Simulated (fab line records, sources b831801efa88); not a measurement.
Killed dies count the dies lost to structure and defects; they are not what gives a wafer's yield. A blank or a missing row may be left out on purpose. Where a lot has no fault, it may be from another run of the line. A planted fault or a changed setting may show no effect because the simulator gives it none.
A struck lot beside a sound one :: flow gf180mcu :: 36 steps out of a route of 602
Sound: wafers L549.3, L549.4, L549.6. Wafers struck: L560.2, L560.3, L560.4. Last of all comes the cause.
Per side, at each step with rows, come the tool, then ch with its chambers, and then its first start. Under that, the readings that differ: sound wafers :: struck wafers :: difference of the means :: sigmas: that difference in standard deviations of wafers without a fault.
alike: readings with means less than 2 such deviations apart, plus words and numbers identical on both sides. not compared: withheld readings, readings lacking a value on some wafer, bounds such as >300 that could conceal the same value, and numbers that have no deviation in the record and whose values overlap.
The two part at a step that has a row with sigmas, a row that says differs or no value, or rows on one side only. Non-overlapping numbers with no deviation appear without sigmas and do not part them. A reading missing from all wafers of one side parts the sides only when that side holds two or more wafers.

GF_HV_LDD_STRIP_49: strips in O2/N2.
  sound on plasma_asher-02 ch 0,1, day 13 07:05; struck on plasma_asher-01 ch 0,1, day 17 04:49
  alike: drypump_motor_current_A, heater_power_w, oes_product_au, strip_time_to_endpoint_s
  not compared: rf_hours_counter_h
GF_HV_LDD_TW_MEAS_50:
  struck on film_metro-04, day 17 04:55; sound on film_metro-04, day 13 07:10
  alike: HV_LDD_4_TW
then, 1 step without rows for these wafers: GF_HV_LDD_CLEAN_51 (cleans in SC1/SC2, time 150 s).
GF_HV_LDD_RTA_52: time 10 s.
  sound on rtp_anneal-01 ch 0, day 13 07:17; struck on rtp_anneal-01 ch 0, day 17 05:02
  alike: lamp_power_pct, wafer_temp_C_max
GF_HV_LDD_RS_MEAS_53: the measuring method here is four-point-probe.
  struck on film_metro-03, day 17 05:07; sound on film_metro-01, day 13 07:22
  alike: HV_LDD_RS
then, 1 step without rows for these wafers: GF_HV_LDD_CVD_54 (deposits SiO2 from TEOS, target thk 10 nm, time 75 s).
GF_HV_LDD_THK_MEAS_55:
  struck on film_metro-01, day 17 06:14; sound on film_metro-01, day 13 08:29
  alike: HV_LDD_CVD_54_THK
then, 1 step without rows for these wafers: GF_HV_LDD_CVD_56 (deposits Si3N4 from DCS/NH3, target thk 90 nm, time 1543 s).
GF_HV_LDD_THK_MEAS_57:
  struck on film_metro-01, day 17 07:44; sound on film_metro-04, day 13 09:58
  alike: HV_LDD_CVD_56_THK
GF_HV_LDD_ETCHBACK_58: etches Si3N4 in CH3F/O2, stops on SiO2, time 100 s, target depth 90 nm.
  sound on rie_diel-04 ch 0,1,3, day 13 10:01; struck on rie_diel-02 ch 0,2, day 17 07:47
  alike: drypump_motor_current_A, oes_product_au, throttle_valve_pct
  not compared: rf_hours_counter_h
then, 2 steps without rows for these wafers: GF_NSD_DEHYDRATE_00 (time 60 s); GF_NSD_HMDS_01 (prime time 60 s).
GF_NSD_COAT_02: resist thk 1000 nm.
  struck on litho_track-02, day 17 19:29; sound on litho_track-02 ch 0, day 13 20:07
  no value came back on the struck wafers for chill_plate_temp_C (C), dispense_pressure_kPa (kPa), exhaust_pa (Pa); on the sound wafers chill_plate_temp_C (C) reads 23.00 23.14 23.06
then, 4 steps without rows for these wafers: GF_NSD_SOFTBAKE_03 (time 60 s); GF_NSD_EXPOSE_04 (exposes mask Nplus, target cd 400 nm); GF_NSD_PEB_05; GF_NSD_DEVELOP_06 (develop time 60 s).
GF_NSD_CD_MEAS_07 targets a cd of 400 nm.
  struck on cd_sem-01, day 18 07:11; sound on cd_sem-01, day 14 06:23
reading: cd_nm (nm)
sound: 400.2 399.9 400.0
struck: - - -
difference: no value on the struck wafers
sigmas: 
GF_NSD_OVL_MEAS_08:
  struck on overlay-02, day 18 07:17; sound on overlay-01, day 14 06:28
reading: NSD_OVL (nm)
sound: 0.3 -0.6 0.7
struck: - - -
difference: no value on the struck wafers
sigmas: 
then, 2 steps without rows for these wafers: GF_NSD_IMPLANT_09; GF_NSD_IMPLANT_10.
GF_NSD_STRIP_11: strips in O2/N2.
  sound on plasma_asher-01 ch 0,1, day 14 06:50; struck on plasma_asher-02 ch 0,1, day 18 07:37
  no value came back on the struck wafers for oes_product_au (a.u.), strip_time_to_endpoint_s (s); on the sound wafers oes_product_au (a.u.) reads 0.488 0.483 0.493
  alike: drypump_motor_current_A, heater_power_w
  not compared: rf_hours_counter_h
GF_NSD_TW_MEAS_12:
  struck on film_metro-02, day 18 07:44; sound on film_metro-04, day 14 06:55
  alike: NSD_TW
then, 7 steps without rows for these wafers: GF_PSD_DEHYDRATE_00 (time 60 s); GF_PSD_HMDS_01 (prime time 60 s); GF_PSD_COAT_02 (resist thk 1000 nm); GF_PSD_SOFTBAKE_03 (time 60 s); GF_PSD_EXPOSE_04 (exposes mask Pplus, target cd 400 nm); GF_PSD_PEB_05; GF_PSD_DEVELOP_06 (develop time 60 s).
GF_PSD_CD_MEAS_07 targets a cd of 400 nm.
  struck on cd_sem-02, day 19 07:46; sound on cd_sem-02, day 15 04:00
  alike: cd_nm
GF_PSD_OVL_MEAS_08:
  struck on overlay-01, day 19 07:53; sound on overlay-02, day 15 04:05
  alike: PSD_OVL
following that, these wafers have no rows for 1 step: GF_PSD_IMPLANT_09.
GF_PSD_STRIP_10: strips in O2/N2.
  sound on plasma_asher-02 ch 0,1, day 15 04:18; struck on plasma_asher-04 ch 0,1, day 19 08:04
  alike: drypump_motor_current_A, heater_power_w, oes_product_au, strip_time_to_endpoint_s
  not compared: rf_hours_counter_h
GF_PSD_TW_MEAS_11:
  struck on film_metro-02, day 19 08:10; sound on film_metro-04, day 15 04:23
reading: PSD_TW
sound: 3161 3173 3155
struck: 4237 4242 4252
difference: +1081
sigmas: +83
then, 1 step without rows for these wafers: GF_PSD_CLEAN_12 (cleans in SC1/SC2, time 150 s).

## WHERE THEY PART
First at GF_NSD_COAT_02; last, within this record, at GF_PSD_TW_MEAS_11.

WHY: whatever the simulator had introduced
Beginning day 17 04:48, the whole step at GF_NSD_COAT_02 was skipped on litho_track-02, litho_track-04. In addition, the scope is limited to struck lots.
